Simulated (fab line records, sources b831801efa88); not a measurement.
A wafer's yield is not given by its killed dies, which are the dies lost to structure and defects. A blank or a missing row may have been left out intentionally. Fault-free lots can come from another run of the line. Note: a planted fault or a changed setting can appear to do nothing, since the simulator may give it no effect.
fab line records + flow sfq-line
record:
- lots: 15
- wafers: 42
- last-day: 82
route steps=325 shown R5@225
lots with no fault: from the same line, run without faults
start-h: hours from the record's first day to the start of the lot's first wafer shown + wait-h: how many hours have passed since the lot's step before this one + " the same as in the row above + L1.1+2: one row covering several wafers at once + - no value, or no start given + * or withheld: withheld + < > ~ a bound
route shown NAME@n: names a module that has steps shown in the file, with the first one's number in the route + usual: mean/standard deviation of fault-free wafers + same: alike in all rows + chamber/n: place in a boat + sites: per-site readings + _std_site: the values' standard deviation + _edge_site: outer sites' mean less inner sites' + radius-mm: for every site, how far away it sits from the centre of the wafer + mask NAME#n: copy n + behind: the most recent tool/chamber to have shaped the wafer + hold: reason for holding the lot/hours on hold/outcome of the hold + device: which transistor (n, p or np) failed to switch + end of line: the tests these same wafers got at the end of their route + for a step that has no rows: nothing shown but its recipe + killed: dies that structure and defects cost at the first sort, which is not the same as the wafer's yield + map: a wafer's dies, marking killed ones x, the rest . and places with no die _
set.NAME: setting as actually run; set.NAME@STEP: the setting as run at that earlier step + model.NAME: the simulator's own value behind a step, which no gauge read
route steps across a sampled set of lots; one table per step, one row per wafer
services: from which hour (start-h, from the record's first day; less than 0 if before it) a tool's chamber was out of use, for how many hours, and why
== steps ==
step: SFQ_TRILAYER_R5_ETCH_METAL_ETCH_139
recipe:
- stop-on: SiO2
- mask-material: PR
- chemistry: Cl2
- target-depth-nm: 60
- icp-w: 600
- bias-w: 80
- pressure-mtorr: 10
- time-s: 40
usual:
- bias-w: 79.95/0.23
- drypump-motor-current-A: 5.5/0.56
- oes-product-au: 0.992/0.0052
- run-length-s: 68.4/0.32
| lot.wafer | tool         | chamber | start-h | wait-h | bias-w | drypump-motor-current-A | oes-product-au | rf-hours-counter-h | run-length-s |
|-----------|--------------|---------|---------|--------|--------|-------------------------|----------------|--------------------|--------------|
| L845.1    | rie-metal-03 | 0       | 1399.54 | 0.0    | 79.97  | 6.0                     | 0.993          | 12                 | 68.9         |
| L845.2    | "            | 1       | "       | "      | 79.87  | 5.0                     | 0.996          | 36                 | 68.8         |
| L845.5    | "            | 1       | "       | "      | 79.92  | 4.9                     | 0.992          | -                  | 68.5         |
| L846.1    | rie-metal-03 | 0       | 1401.94 | 0.0    | 80.17  | 6.1                     | 0.990          | 13                 | 68.4         |
| L846.2    | "            | 1       | "       | "      | 80.16  | 4.9                     | 0.990          | 37                 | 68.3         |
| L846.3    | "            | 1       | "       | "      | 79.74  | 5.0                     | 0.989          | -                  | 68.5         |
| L848.3    | rie-metal-04 | 1       | 1425.43 | 0.0    | 79.95  | 5.0                     | 0.988          | -                  | 68.4         |
| L848.4    | "            | 0       | "       | "      | 79.80  | 5.3                     | 0.993          | -                  | 68.1         |
| L848.6    | "            | 1       | "       | "      | 80.22  | 5.0                     | 0.991          | -                  | 68.7         |
| L849.1    | rie-metal-04 | 0       | 1430.21 | 0.0    | 79.77  | 5.2                     | 0.988          | 66                 | 68.1         |
| L849.2    | "            | 1       | "       | "      | 80.06  | 5.0                     | 0.990          | 136                | 68.6         |
| L849.6    | "            | 1       | "       | "      | 79.78  | 5.0                     | 0.996          | -                  | 68.7         |
| L850.4    | rie-metal-04 | 1       | 1432.63 | 0.0    | 80.09  | 5.0                     | 0.996          | -                  | 69.2         |
| L850.5    | "            | 0       | "       | "      | 80.16  | 5.3                     | 0.884          | -                  | 77.9         |
| L852.1    | rie-metal-04 | 1       | 1436.21 | 0.0    | 80.33  | 5.0                     | 0.889          | 137                | 78.2         |
| L852.2    | "            | 0       | "       | "      | 79.59  | 5.3                     | 0.993          | 67                 | 68.3         |
| L854.4    | rie-metal-04 | 0       | 1444.73 | 0.1    | 79.95  | 5.2                     | 0.989          | -                  | 68.4         |
| L854.5    | "            | 0       | "       | "      | 79.94  | 5.3                     | 0.874          | -                  | 77.8         |
| L857.1    | rie-metal-04 | 1       | 1601.83 | 0.0    | 80.05  | 5.0                     | 0.993          | 12                 | 69.2         |
| L857.3    | "            | 1       | "       | "      | 79.91  | 5.0                     | 0.993          | -                  | 68.8         |
| L857.4    | "            | 0       | "       | "      | 80.09  | 5.2                     | 0.994          | -                  | 68.1         |
| L858.3    | rie-metal-03 | 1       | 1611.87 | 0.0    | 80.05  | 5.0                     | 0.997          | -                  | 68.4         |
| L858.4    | "            | 0       | "       | "      | 80.09  | 6.1                     | 0.992          | -                  | 68.4         |
| L858.5    | "            | 0       | "       | "      | 80.00  | 6.0                     | 0.992          | -                  | 68.8         |
| L861.1    | rie-metal-03 | 1       | 1616.65 | 0.0    | 79.83  | 5.0                     | 0.992          | 65                 | 68.9         |
| L861.5    | "            | 1       | "       | "      | 80.02  | 4.9                     | 0.992          | -                  | 68.9         |
| L861.6    | "            | 0       | "       | "      | 79.72  | 6.1                     | 0.991          | -                  | 68.4         |
| L863.1    | rie-metal-02 | 0       | 1623.85 | 0.0    | 79.75  | 6.4                     | 0.991          | 81                 | 67.8         |
| L863.2    | "            | 1       | "       | "      | 80.46  | 5.6                     | 0.995          | 29                 | 67.6         |
| L863.3    | "            | 1       | "       | "      | 79.96  | 5.6                     | 0.988          | -                  | 67.6         |
| L864.1    | rie-metal-04 | 1       | 1625.05 | 0.0    | 79.74  | 5.0                     | 0.990          | 15                 | 68.5         |
| L864.5    | "            | 0       | "       | "      | 80.60  | 5.3                     | 0.996          | -                  | 68.1         |
| L864.6    | "            | 1       | "       | "      | 80.19  | 5.0                     | 0.993          | -                  | 68.4         |
| L866.1    | rie-metal-04 | 1       | 1667.06 | 0.0    | 79.82  | 5.0                     | 0.992          | 22                 | 68.8         |
| L866.2    | "            | 0       | "       | "      | 79.80  | 5.3                     | 0.989          | 101                | 68.8         |
| L866.5    | "            | 1       | "       | "      | 79.59  | 5.0                     | 0.990          | -                  | 68.5         |
| L867.2    | rie-metal-04 | 1       | 1669.46 | 0.0    | 79.64  | 5.0                     | 0.995          | 22                 | 68.4         |
| L867.4    | "            | 0       | "       | "      | 79.62  | 5.2                     | 0.994          | -                  | 68.3         |
| L867.6    | "            | 1       | "       | "      | 80.03  | 5.0                     | 0.996          | -                  | 68.5         |
| L868.2    | rie-metal-03 | 0       | 1678.70 | 0.0    | 80.18  | 6.0                     | 0.990          | 52                 | 68.7         |
| L868.3    | "            | 1       | "       | "      | 80.13  | 5.0                     | 0.988          | -                  | 68.6         |
| L868.4    | "            | 0       | "       | "      | 80.10  | 6.0                     | 0.992          | -                  | 68.7         |
== services ==
| tool         | chamber | start-h | hours | kind                          |
|--------------|---------|---------|-------|-------------------------------|
| rie-metal-02 | 1       | 1409.21 | 48.8  | repair                        |
| rie-metal-04 | 1       | 1439.34 | -     | clean                         |
| rie-metal-04 | 1       | 1439.34 | -     | consumable-replace:focus-ring |
| rie-metal-04 | 1       | 1439.34 | 14.7  | scheduled-down                |
| rie-metal-04 | 1       | 1439.34 | 14.7  | vent-cycle                    |
| rie-metal-04 | 0       | 1467.35 | 1.2   | repair                        |
| rie-metal-04 | 1       | 1516.00 | 26.5  | repair                        |
| rie-metal-02 | -       | 1642.20 | 0.2   | repair                        |
== key ==
first-sign:
- step: SFQ_TRILAYER_R5_ETCH_METAL_ETCH_139
- reading: run-length-s
- direction: up
- sigmas: 30
- usual: *
- struck: *
effect:
- step: SFQ_TRILAYER_R5_ETCH_METAL_ETCH_139
- reading: oes-product-au
- direction: down
- sigmas: 21
- usual: 0.992
- struck: 0.882
met-at SFQ_TRILAYER_R5_ETCH_METAL_ETCH_139
struck-lots L850,L852,L854
struck-wafers L850.5,L852.1,L854.5
onset-between 1430.21 1432.63
fault:
- kind: process-parameter-drift
- tool: rie-metal-04
- chamber: -
- onset-h: 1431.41
- steps: SFQ_TRILAYER_R5_ETCH_METAL_ETCH_139
- channel: time-s
- offset: *
- shape: step
- end-h: 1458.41
- scope: struck-wafers-only
- acts-in: *
- stated: *
